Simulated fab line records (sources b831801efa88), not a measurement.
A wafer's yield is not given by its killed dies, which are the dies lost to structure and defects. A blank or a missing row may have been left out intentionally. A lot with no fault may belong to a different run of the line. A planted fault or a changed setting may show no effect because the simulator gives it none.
fab line records	flow sky130
record: lots: 6	wafers: 18	lastDay: 50
route steps=708 shown SONOS_TUNNEL@155 SONOS_ONO@168 PAD_OPEN@708
lots untouched by any fault: they come from a run of this same line in which no faults occurred
startH: the number of hours between the record's first day and the start of the first shown wafer of the lot	waitH: hours elapsed since this lot's preceding step	" the same as in the row above	L1.1+2: several wafers, shown together as one row	- value missing, or start not given	* or withheld: withheld	< > ~ a bound
route shown NAME@n: a module of which the file shows steps, and the number in the route of the first	usual: the fault-free wafers' mean and standard deviation	same: alike in all rows	chamber/n: place in a boat	sites: readings site by site	_std_site: the standard deviation of these	_edge_site: outer sites' mean less inner sites'	radiusMm: for every site, how far away it sits from the centre of the wafer	mask NAME#n: copy n	behind: the last tool/chamber to shape the wafer	hold: why the lot went on hold/how many hours it stayed there/how the hold came to an end	device: transistor that didn't switch, given as n, p or np	end of line: the tests these same wafers got at the end of their route	a step with no rows: only its recipe	killed: dies lost to structure and defects at the first sort, not the wafer's yield	map: dies across one wafer; x = killed, . = not, _ = none there
set.NAME: the run value of the setting; set.NAME@STEP: its run value at that earlier step	model.NAME: the simulator's own value behind a step, which no gauge read
lots seen at some steps along the route; tables by step, rows by wafer
services: from which hour (startH, from the record's first day; less than 0 if before it) a tool's chamber was out of use, for how many hours, and why
== steps ==
step: SKY_SONOS_TUNNEL_HMDS_01
recipe: primeTimeS: 60	primeTempC: 120
step: SKY_SONOS_TUNNEL_COAT_02
recipe: resist: NOVOLAK	spinRpm: 3000	resistThkNm: 1140
step: SKY_SONOS_TUNNEL_SOFTBAKE_03
recipe: tempC: 90	timeS: 60	resist: NOVOLAK
step: SKY_SONOS_TUNNEL_EXPOSE_04
recipe: maskId: TUNM	na: 0.6	sourceShape: conventional	sigmaOuter: 0.6	polarization: unpolarized	targetCdNm: 410	doseMj: 136
step: SKY_SONOS_TUNNEL_PEB_05
recipe: tempC: withheld	timeS: *	resist: NOVOLAK
step: SKY_SONOS_TUNNEL_DEVELOP_06
recipe: resist: NOVOLAK	developer: TMAH	developTimeS: 62.18	devTempC: 23
step: SKY_SONOS_TUNNEL_CD_MEAS_07
recipe: targetCdNm: 410
usual: cdNm: 409.6/2.5
lot.wafer	tool	chamber	startH	waitH	cdNm
L352.2	cdSem-01	-	255.75	0.1	411.8
L352.4	"	-	"	"	413.4
L352.5	"	-	"	"	409.4
L356.1	cdSem-02	-	283.63	0.1	409.4
L356.2	"	-	"	"	408.1
L356.4	"	-	"	"	405.1
L367.2	cdSem-02	-	368.35	0.1	411.8
L367.3	"	-	"	"	408.5
L367.4	"	-	"	"	410.6
L368.1	cdSem-02	-	375.68	0.1	412.0
L368.5	"	-	"	"	410.8
L368.6	"	-	"	"	411.3
L370.2	cdSem-01	-	397.05	0.1	405.6
L370.3	"	-	"	"	406.6
L370.5	"	-	"	"	406.4
L373.3	cdSem-01	-	416.17	0.1	409.4
L373.4	"	-	"	"	409.5
L373.5	"	-	"	"	411.2
step: SKY_SONOS_TUNNEL_OVL_MEAS_08
usual: SONOS_TUNNEL_OVL: -0.4/1.1
lot.wafer	tool	chamber	startH	waitH	SONOS_TUNNEL_OVL[nm]
L352.2	overlay-02	-	255.86	0.1	1.3
L352.4	"	-	"	"	-0.8
L352.5	"	-	"	"	0.3
L356.1	overlay-02	-	283.75	0.1	0.4
L356.2	"	-	"	"	-0.3
L356.4	"	-	"	"	-1.0
L367.2	overlay-01	-	368.46	0.1	0.6
L367.3	"	-	"	"	-1.0
L367.4	"	-	"	"	-0.7
L368.1	overlay-01	-	375.80	0.1	-0.5
L368.5	"	-	"	"	-0.5
L368.6	"	-	"	"	-0.8
L370.2	overlay-01	-	397.16	0.1	0.5
L370.3	"	-	"	"	-0.5
L370.5	"	-	"	"	-0.7
L373.3	overlay-02	-	416.27	0.1	0.4
L373.4	"	-	"	"	-0.8
L373.5	"	-	"	"	1.2
step: SKY_SONOS_TUNNEL_IMPLANT_09
recipe: species: B	energyKev: 20	doseCm2: 1e+12	tiltDeg: withheld
step: SKY_SONOS_TUNNEL_WET_ETCH_10
recipe: chemistry: dHF	targetDepthNm: 14	target: SiO2	dilution: 100:1	tempC: 25	timeS: 280
step: SKY_SONOS_TUNNEL_STRIP_11
recipe: chemistry: SPM	timeS: 600	tempC: 130
step: SKY_SONOS_TUNNEL_TW_MEAS_12
usual: SONOS_TUNNEL_TW: 199.1/2.1
lot.wafer	tool	chamber	startH	waitH	SONOS_TUNNEL_TW
L352.2	filmMetro-02	-	256.33	0.0	199.6
L352.4	"	-	"	"	199.1
L352.5	"	-	"	"	197.7
L356.1	filmMetro-02	-	284.20	0.0	197.7
L356.2	"	-	"	"	198.6
L356.4	"	-	"	"	199.2
L367.2	filmMetro-01	-	368.93	0.0	201.9
L367.3	"	-	"	"	201.8
L367.4	"	-	"	"	201.6
L368.1	filmMetro-02	-	376.30	0.0	199.6
L368.5	"	-	"	"	198.6
L368.6	"	-	"	"	199.6
L370.2	filmMetro-01	-	397.61	0.0	200.9
L370.3	"	-	"	"	200.3
L370.5	"	-	"	"	200.2
L373.3	filmMetro-01	-	416.72	0.0	200.3
L373.4	"	-	"	"	199.9
L373.5	"	-	"	"	201.5
step: SKY_SONOS_TUNNEL_CLEAN_13
recipe: chemistry: dHF	timeS: 20	dilution: 100:1	dry: ipaMarangoni
usual: runLengthS: 48.1/2.2	timeS: 20/0
lot.wafer	tool	chamber	startH	waitH	runLengthS	timeS	model.SiO2_of_NWELL_OXIDATION_01.thkNm
L352.2	wetBench-03	3	256.38	0.0	46.4	20	9.04
L352.4	"	3	"	"	46.4	20	9.014
L352.5	"	3	"	"	46.4	20	8.86
L356.1	wetBench-04	2	284.26	0.1	52.0	20	8.774
L356.2	"	2	"	"	52.0	20	8.82
L356.4	"	2	"	"	52.0	20	9.004
L367.2	wetBench-02	2	368.98	0.0	-	-	9.306
L367.3	"	2	"	"	-	-	9.439
L367.4	"	2	"	"	-	-	9.471
L368.1	wetBench-03	3	376.36	0.1	-	-	10.04
L368.5	"	3	"	"	-	-	9.94
L368.6	"	3	"	"	-	-	9.925
L370.2	wetBench-03	0	397.66	0.0	47.7	20	8.73
L370.3	"	0	"	"	47.7	20	8.831
L370.5	"	0	"	"	47.7	20	8.882
L373.3	wetBench-04	1	416.76	0.0	47.3	20	8.648
L373.4	"	1	"	"	47.3	20	8.491
L373.5	"	1	"	"	47.3	20	8.524
step: SKY_SONOS_ONO_OXIDATION_00
recipe: tempC: 800	ambient: O2	idleTempC: 700	rampUpCPerMin: 10	rampDownCPerMin: 3	stabiliseS: 600	purgeS: 300	targetThkA: 26	oxTimeS: 1249
step: SKY_SONOS_ONO_THK_MEAS_01
recipe: reads: SiO2_of_SONOS_ONO_OXIDATION_00
usual: SONOS_ONO_OXIDATION_THK: 2.60/0.05
lot.wafer	tool	chamber	startH	waitH	SONOS_ONO_OXIDATION_THK[nm]
L352.2	filmMetro-04	-	259.03	0.0	2.62
L352.4	"	-	"	"	2.61
L352.5	"	-	"	"	2.57
L356.1	filmMetro-02	-	285.62	0.0	2.53
L356.2	"	-	"	"	2.57
L356.4	"	-	"	"	2.66
L367.2	filmMetro-02	-	370.35	0.0	2.55
L367.3	"	-	"	"	2.59
L367.4	"	-	"	"	2.58
L368.1	filmMetro-02	-	380.64	0.0	2.63
L368.5	"	-	"	"	2.51
L368.6	"	-	"	"	2.56
L370.2	filmMetro-02	-	399.46	0.0	2.69
L370.3	"	-	"	"	2.60
L370.5	"	-	"	"	2.62
L373.3	filmMetro-04	-	420.43	0.0	2.68
L373.4	"	-	"	"	2.69
L373.5	"	-	"	"	2.64
step: SKY_SONOS_ONO_CVD_02
recipe: material: Si3N4	precursor: DCS/NH3	targetThkNm: 10.5	tempC: 770	timeS: 180	pressureMtorr: 250
step: SKY_SONOS_ONO_THK_MEAS_03
recipe: reads: Si3N4_of_SONOS_ONO_CVD_02
usual: SONOS_ONO_CVD_02_THK: 10.54/0.16
lot.wafer	tool	chamber	startH	waitH	SONOS_ONO_CVD_02_THK[nm]
L352.2	filmMetro-02	-	260.58	0.0	10.56
L352.4	"	-	"	"	10.50
L352.5	"	-	"	"	10.58
L356.1	filmMetro-02	-	287.66	0.0	10.32
L356.2	"	-	"	"	10.37
L356.4	"	-	"	"	10.40
L367.2	filmMetro-02	-	371.46	0.0	10.66
L367.3	"	-	"	"	10.67
L367.4	"	-	"	"	10.56
L368.1	filmMetro-03	-	382.19	0.0	10.43
L368.5	"	-	"	"	10.44
L368.6	"	-	"	"	10.51
L370.2	filmMetro-03	-	400.57	0.0	10.67
L370.3	"	-	"	"	10.60
L370.5	"	-	"	"	10.80
L373.3	filmMetro-03	-	421.71	0.0	10.58
L373.4	"	-	"	"	10.59
L373.5	"	-	"	"	10.63
step: SKY_SONOS_ONO_CVD_04
recipe: material: SiO2	precursor: SiH4/N2O	targetThkNm: 5.7199	tempC: 900	pressureMtorr: 400
step: SKY_SONOS_ONO_THK_MEAS_05
recipe: reads: SiO2_of_SONOS_ONO_CVD_04
usual: SONOS_ONO_CVD_04_THK: 5.75/0.12
lot.wafer	tool	chamber	startH	waitH	SONOS_ONO_CVD_04_THK[nm]
L352.2	filmMetro-03	-	261.89	0.0	5.90
L352.4	"	-	"	"	5.90
L352.5	"	-	"	"	5.88
L356.1	filmMetro-04	-	288.97	0.0	5.63
L356.2	"	-	"	"	5.59
L356.4	"	-	"	"	5.68
L367.2	filmMetro-04	-	372.77	0.0	5.65
L367.3	"	-	"	"	5.71
L367.4	"	-	"	"	5.65
L368.1	filmMetro-02	-	383.50	0.0	5.59
L368.5	"	-	"	"	5.77
L368.6	"	-	"	"	5.56
L370.2	filmMetro-04	-	402.51	0.0	5.54
L370.3	"	-	"	"	5.72
L370.5	"	-	"	"	5.62
L373.3	filmMetro-02	-	423.22	0.0	5.86
L373.4	"	-	"	"	5.86
L373.5	"	-	"	"	5.91
step: SKY_SONOS_ONO_DEHYDRATE_06
recipe: tempC: 200	timeS: 60
step: SKY_SONOS_ONO_HMDS_07
recipe: primeTimeS: 60	primeTempC: 120
step: SKY_SONOS_ONO_COAT_08
recipe: resist: NOVOLAK	spinRpm: 3000	resistThkNm: 1140
step: SKY_SONOS_ONO_SOFTBAKE_09
recipe: tempC: 90	timeS: 60	resist: NOVOLAK
step: SKY_SONOS_ONO_EXPOSE_10
recipe: maskId: ONOM	targetCdNm: 410	na: 0.6	sourceShape: conventional	sigmaOuter: 0.6	doseMj: 150
step: SKY_SONOS_ONO_PEB_11
recipe: tempC: withheld	timeS: *	resist: NOVOLAK
step: SKY_SONOS_ONO_DEVELOP_12
recipe: developTimeS: 60	devTempC: 23
step: SKY_SONOS_ONO_CD_MEAS_13
recipe: targetCdNm: 410
usual: cdNm: 409.9/2.3
lot.wafer	tool	chamber	startH	waitH	cdNm
L352.2	cdSem-01	-	285.80	0.1	415.6
L352.4	"	-	"	"	412.0
L352.5	"	-	"	"	409.2
L356.1	cdSem-01	-	314.18	0.1	405.5
L356.2	"	-	"	"	403.9
L356.4	"	-	"	"	405.7
L367.2	cdSem-02	-	402.06	0.1	409.3
L367.3	"	-	"	"	409.1
L367.4	"	-	"	"	410.4
L368.1	cdSem-01	-	412.78	0.1	407.9
L368.5	"	-	"	"	408.1
L368.6	"	-	"	"	410.3
L370.2	cdSem-02	-	431.95	0.1	406.0
L370.3	"	-	"	"	409.1
L370.5	"	-	"	"	405.8
L373.3	cdSem-01	-	453.74	0.1	412.2
L373.4	"	-	"	"	411.0
L373.5	"	-	"	"	410.8
step: SKY_SONOS_ONO_OVL_MEAS_14
usual: SONOS_ONO_OVL: 0.7/1.1
lot.wafer	tool	chamber	startH	waitH	SONOS_ONO_OVL[nm]
L352.2	overlay-02	-	285.91	0.1	1.4
L352.4	"	-	"	"	2.6
L352.5	"	-	"	"	1.2
L356.1	overlay-02	-	314.30	0.1	3.2
L356.2	"	-	"	"	1.5
L356.4	"	-	"	"	0.9
L367.2	overlay-01	-	402.17	0.1	-0.3
L367.3	"	-	"	"	1.3
L367.4	"	-	"	"	2.9
L368.1	overlay-02	-	412.90	0.1	1.4
L368.5	"	-	"	"	-0.2
L368.6	"	-	"	"	0.9
L370.2	overlay-02	-	432.05	0.1	-0.4
L370.3	"	-	"	"	1.0
L370.5	"	-	"	"	-1.0
L373.3	overlay-01	-	453.83	0.1	-1.6
L373.4	"	-	"	"	1.6
L373.5	"	-	"	"	-1.1
step: SKY_SONOS_ONO_ETCH_15
recipe: targetDepthNm: 19.52	chemistry: CHF3/O2	sourceW: 600	biasW: 200	pressureMtorr: 40	chf3FlowSccm: 50	O2_flow_sccm: 5	timeS: 8.167
usual: chamberPressureMTorr: 40.00/0.036	drypumpMotorCurrentA: 5.7/0.56	oesProductAu: 1.004/0.0082	throttleValvePct: 8.825/0.009
lot.wafer	tool	chamber	startH	waitH	chamberPressureMTorr	drypumpMotorCurrentA	oesProductAu	rfHoursCounterH	throttleValvePct	model.SiO2_of_NWELL_OXIDATION_01.thkNm
L352.2	rieDiel-01	1	285.94	0.0	40.00	5.6	1.004	2	8.816	5.59
L352.4	"	0	"	"	40.04	5.9	0.993	48	8.825	5.551
L352.5	"	1	"	"	39.96	5.6	0.998	-	8.816	5.434
L356.1	rieDiel-04	1	314.34	0.0	40.04	6.2	1.009	84	8.834	5.258
L356.2	"	3	"	"	40.01	5.9	1.005	1	8.823	5.32
L356.4	"	3	"	"	40.01	5.9	1.006	-	8.834	5.491
L367.2	rieDiel-04	3	402.20	0.0	39.99	5.9	1.013	3	8.840	5.765
L367.3	"	0	"	"	40.02	5.7	1.013	61	8.822	5.895
L367.4	"	1	"	"	39.91	6.2	1.006	86	8.832	5.969
L368.1	rieDiel-04	0	412.93	0.0	40.02	5.7	1.006	61	8.830	6.54
L368.5	"	2	"	"	40.06	6.5	0.995	-	8.818	6.483
L368.6	"	1	"	"	40.02	6.2	0.997	-	8.829	6.486
L370.2	rieDiel-04	0	432.08	0.0	40.05	5.7	1.023	62	8.821	5.149
L370.3	"	1	"	"	40.01	6.2	1.015	86	8.826	5.334
L370.5	"	1	"	"	39.96	6.2	1.003	-	8.835	5.389
L373.3	rieDiel-02	3	453.86	0.0	39.95	4.7	1.002	47	8.822	5.148
L373.4	"	0	"	"	40.03	4.8	1.005	62	8.830	5.021
L373.5	"	2	"	"	39.96	5.4	1.001	-	8.844	5.069
step: SKY_SONOS_ONO_WET_ETCH_16
recipe: chemistry: dHF	targetDepthNm: 14	dry: n2Spin	target: SiO2	dilution: 100:1	tempC: 25	timeS: 280
step: SKY_PAD_OPEN_PROBE_99
usual: killed_at_M0_to_M3: 45/6.8	killed_at_M4_up: 3.1/2	killedAtContacts: 23/5.2	killedAtFrontEnd: 14/3.7	killedAtOther: 0.3/0.61	killedDies: 86/9	killedOpen: 46/6.9	killedShort: 39/6.4
same: grossDies: 492	killedAtBackSide: 0
lot.wafer	tool	chamber	startH	waitH	killed_at_M0_to_M3	killed_at_M4_up	killedAtContacts	killedAtFrontEnd	killedAtOther	killedDies	killedOpen	killedShort	model.etest.capOno.gateBvV	model.etest.capOno.gateLog10ACm2	model.etest.sonosBaked.vtLessV	model.etest.sonosBaked.vtV
L352.2	prober-01	-	1085.48	0.1	36	0	26	13	0	75	42	33	16.97	-8.261	-0.4952	0.8849
L352.4	prober-01	-	1085.58	0.2	34	2	19	11	0	66	35	31	16.56	-8.226	-0.4668	0.8834
L352.5	prober-01	-	1085.63	0.2	44	3	28	4	1	80	44	36	16.37	-8.226	-0.4972	0.8812
L356.1	prober-01	-	1097.71	0.1	34	5	22	17	0	78	36	42	16.16	-7.744	-0.5192	1.003
L356.2	prober-01	-	1097.76	0.1	33	1	26	19	0	79	49	29	16.18	-7.707	-0.4748	1.046
L356.4	prober-01	-	1097.86	0.2	44	2	17	25	0	88	44	41	16.53	-7.896	-0.4626	0.9998
L367.2	prober-02	-	1156.61	0.1	44	2	23	11	0	80	53	27	12.98	-6.384	-0.7278	0.734
L367.3	prober-02	-	1156.66	0.2	34	2	21	22	1	80	46	34	12.99	-6.392	-0.6875	0.7434
L367.4	prober-02	-	1156.71	0.2	40	5	16	17	0	78	48	30	12.82	-6.282	-0.6795	0.7769
L368.1	prober-01	-	1165.30	0.1	50	4	23	22	0	99	55	44	12.72	-5.944	-0.8065	0.7455
L368.5	prober-01	-	1165.50	0.2	44	3	30	20	0	97	60	37	13.07	-6.07	-0.7931	0.6852
L368.6	prober-01	-	1165.55	0.2	43	3	29	14	0	89	54	35	12.73	-5.894	-0.7576	0.7735
L370.2	prober-01	-	1175.86	0.1	47	5	23	13	0	88	58	29	16.61	-7.862	-0.4598	0.9907
L370.3	prober-01	-	1175.91	0.2	41	3	31	13	0	88	48	40	16.39	-8.032	-0.4829	0.9595
L370.5	prober-01	-	1176.01	0.2	34	2	25	12	0	73	37	36	16.53	-8.039	-0.4242	0.9622
L373.3	prober-01	-	1199.77	0.2	43	4	21	13	1	82	36	46	16.61	-8.286	-0.4587	0.9246
L373.4	prober-01	-	1199.82	0.2	44	2	22	16	0	84	44	40	16.85	-8.242	-0.5083	0.8496
L373.5	prober-01	-	1199.87	0.2	38	5	14	9	0	66	36	30	16.6	-8.4	-0.4359	0.8491
killed by level:class
L352.2 LI_CONTACT:geometricParticle:open=10 VIA1:geometricParticle:open=9 CONTACT:geometricParticle:open=8 VIA1:geometricParticle:short=6 METAL1:geometricParticle:short=5 FIELD_ISO:geometricParticle:open=4 FIELD_ISO:geometricParticle:short=4 METAL3:geometricParticle:short=4
L352.4 VIA1:geometricParticle:open=10 CONTACT:geometricParticle:open=7 CONTACT:geometricParticle:short=4 METAL1:geometricParticle:short=4 VIA2:geometricParticle:open=4 FIELD_ISO:geometricParticle:open=3 POLY_GATE:geometricParticle:open=3 VIA2:geometricParticle:short=3
L352.5 VIA1:geometricParticle:open=13 CONTACT:geometricParticle:open=11 LI_CONTACT:geometricParticle:open=7 LOCAL_INTERCONNECT:geometricParticle:short=7 VIA1:geometricParticle:short=6 VIA3:geometricParticle:short=6 VIA2:geometricParticle:open=5 METAL1:geometricParticle:short=4
L356.1 VIA2:geometricParticle:open=8 CONTACT:geometricParticle:short=6 VIA1:geometricParticle:open=6 POLY_GATE:geometricParticle:open=5 LI_CONTACT:geometricParticle:short=5 LOCAL_INTERCONNECT:geometricParticle:short=5 VIA3:geometricParticle:open=5 FIELD_ISO:geometricParticle:short=3
L356.2 POLY_GATE:geometricParticle:open=8 CONTACT:geometricParticle:open=8 LI_CONTACT:geometricParticle:open=7 VIA3:geometricParticle:open=6 LOCAL_INTERCONNECT:geometricParticle:short=6 VIA2:geometricParticle:open=6 VIA1:geometricParticle:open=5 FIELD_ISO:geometricParticle:short=4
L356.4 VIA2:geometricParticle:open=8 VIA1:geometricParticle:open=8 METAL1:geometricParticle:short=6 POLY_GATE:geometricParticle:open=6 VIA1:geometricParticle:short=5 CONTACT:geometricParticle:open=5 METAL2:geometricParticle:short=4 POLY_GATE:geometricParticle:short=4
L367.2 VIA2:geometricParticle:open=10 VIA1:geometricParticle:open=10 LI_CONTACT:geometricParticle:open=7 CONTACT:geometricParticle:open=7 VIA3:geometricParticle:open=7 POLY_GATE:geometricParticle:open=6 CONTACT:geometricParticle:short=5 VIA1:geometricParticle:short=4
L367.3 VIA1:geometricParticle:open=10 LI_CONTACT:geometricParticle:open=9 POLY_GATE:geometricParticle:short=8 CONTACT:geometricParticle:open=7 FIELD_ISO:geometricParticle:open=5 CONTACT:geometricParticle:short=5 VIA3:geometricParticle:open=5 POLY_GATE:geometricParticle:open=4
L367.4 VIA2:geometricParticle:open=10 VIA3:geometricParticle:open=8 VIA1:geometricParticle:open=6 LI_CONTACT:geometricParticle:open=5 CONTACT:geometricParticle:open=5 POLY_GATE:geometricParticle:open=4 METAL1:geometricParticle:short=4 FIELD_ISO:geometricParticle:short=3
L368.1 METAL2:geometricParticle:short=10 LI_CONTACT:geometricParticle:open=9 FIELD_ISO:geometricParticle:open=8 VIA3:geometricParticle:open=8 CONTACT:geometricParticle:open=6 METAL1:geometricParticle:short=6 VIA2:geometricParticle:open=6 VIA1:geometricParticle:open=6
L368.5 VIA1:geometricParticle:open=12 CONTACT:geometricParticle:open=11 LI_CONTACT:geometricParticle:open=8 VIA3:geometricParticle:open=7 POLY_GATE:geometricParticle:open=5 CONTACT:geometricParticle:short=5 VIA2:geometricParticle:open=5 FIELD_ISO:geometricParticle:open=4
L368.6 CONTACT:geometricParticle:open=13 VIA1:geometricParticle:open=12 LI_CONTACT:geometricParticle:open=8 METAL2:geometricParticle:short=7 VIA2:geometricParticle:open=6 VIA3:geometricParticle:open=5 FIELD_ISO:geometricParticle:open=4 METAL1:geometricParticle:short=4
L370.2 VIA1:geometricParticle:open=13 CONTACT:geometricParticle:open=11 VIA3:geometricParticle:open=8 LI_CONTACT:geometricParticle:open=6 VIA2:geometricParticle:open=5 POLY_GATE:geometricParticle:open=4 VIA1:geometricParticle:short=4 METAL2:geometricParticle:short=4
L370.3 VIA1:geometricParticle:open=11 CONTACT:geometricParticle:open=8 LI_CONTACT:geometricParticle:open=6 CONTACT:geometricParticle:short=6 POLY_GATE:geometricParticle:open=5 LI_CONTACT:geometricParticle:short=5 LOCAL_INTERCONNECT:geometricParticle:short=5 VIA3:geometricParticle:open=5
L370.5 CONTACT:geometricParticle:open=10 VIA1:geometricParticle:open=8 CONTACT:geometricParticle:short=7 METAL1:geometricParticle:short=5 VIA1:geometricParticle:short=5 VIA2:geometricParticle:open=5 LOCAL_INTERCONNECT:geometricParticle:short=4 VIA3:geometricParticle:short=4
L373.3 LI_CONTACT:geometricParticle:open=12 VIA1:geometricParticle:open=8 VIA1:geometricParticle:short=7 FIELD_ISO:geometricParticle:short=4 POLY_GATE:geometricParticle:short=4 METAL1:geometricParticle:short=4 METAL1:geometricParticle:open=4 VIA3:geometricParticle:short=4
L373.4 VIA1:geometricParticle:open=12 VIA2:geometricParticle:open=8 VIA1:geometricParticle:short=7 LI_CONTACT:geometricParticle:open=6 CONTACT:geometricParticle:open=6 METAL1:geometricParticle:short=6 FIELD_ISO:geometricParticle:short=4 LOCAL_INTERCONNECT:geometricParticle:short=4
L373.5 VIA1:geometricParticle:open=7 VIA3:geometricParticle:open=6 VIA1:geometricParticle:short=6 VIA2:geometricParticle:open=6 METAL4:geometricParticle:short=4 FIELD_ISO:geometricParticle:open=4 LI_CONTACT:geometricParticle:open=4 CONTACT:geometricParticle:open=4
== services ==
tool	chamber	startH	hours	kind
rieDiel-02	3	245.62	8.7	repair
rieDiel-02	1	252.31	19.4	repair
rieDiel-02	3	294.06	3.4	repair
rieDiel-01	1	301.13	2.4	repair
rieDiel-02	-	310.51	0.5	repair
rieDiel-04	0	313.36	12.2	repair
rieDiel-04	2	317.06	8.1	repair
rieDiel-02	1	325.69	2.5	repair
rieDiel-02	1	336.95	8.1	repair
rieDiel-02	0	349.63	22.7	repair
rieDiel-04	2	364.53	-	clean
rieDiel-04	2	364.53	26.1	scheduledDown
rieDiel-04	2	364.53	26.1	ventCycle
rieDiel-01	-	394.28	14.6	pm
rieDiel-04	-	408.14	2.8	pm
rieDiel-02	1	408.52	8.6	repair
rieDiel-02	3	412.21	5.8	repair
rieDiel-02	2	425.44	17.3	repair
rieDiel-02	-	436.29	0.5	repair
== key ==
firstSign: step: SKY_SONOS_TUNNEL_CLEAN_13	reading: toolRecord	direction: missing
effect none on later readings
modelEffect: step: SKY_SONOS_TUNNEL_CLEAN_13	value: SiO2_of_NWELL_OXIDATION_01.thkNm	without: 8.801	struck: 9.687
modelEffect: step: SKY_SONOS_ONO_ETCH_15	value: SiO2_of_NWELL_OXIDATION_01.thkNm	without: 5.303	struck: 6.19
modelEffect: step: SKY_PAD_OPEN_PROBE_99	value: etest.capOno.gateBvV	without: 16.34	struck: 12.88
metAt SKY_SONOS_TUNNEL_CLEAN_13
struckWafers L367.2,L367.3,L367.4,L368.1,L368.5,L368.6
testerLeftOut L367,L368
onsetBetween 256.38 368.98
fault: kind: skippedStepWhole	tool: wetBench-02,wetBench-03	chamber: -	onsetH: 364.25	steps: SKY_SONOS_TUNNEL_CLEAN_13	scope: struckLotsOnly
testerLeftOut: of these lots the tester's yield and bins aren't shown, on N5 and GAA mostly nor the transistor test; their killed dies are dies lost to structure and defects alone, not to doping, threshold or leakage, so they don't give the yield
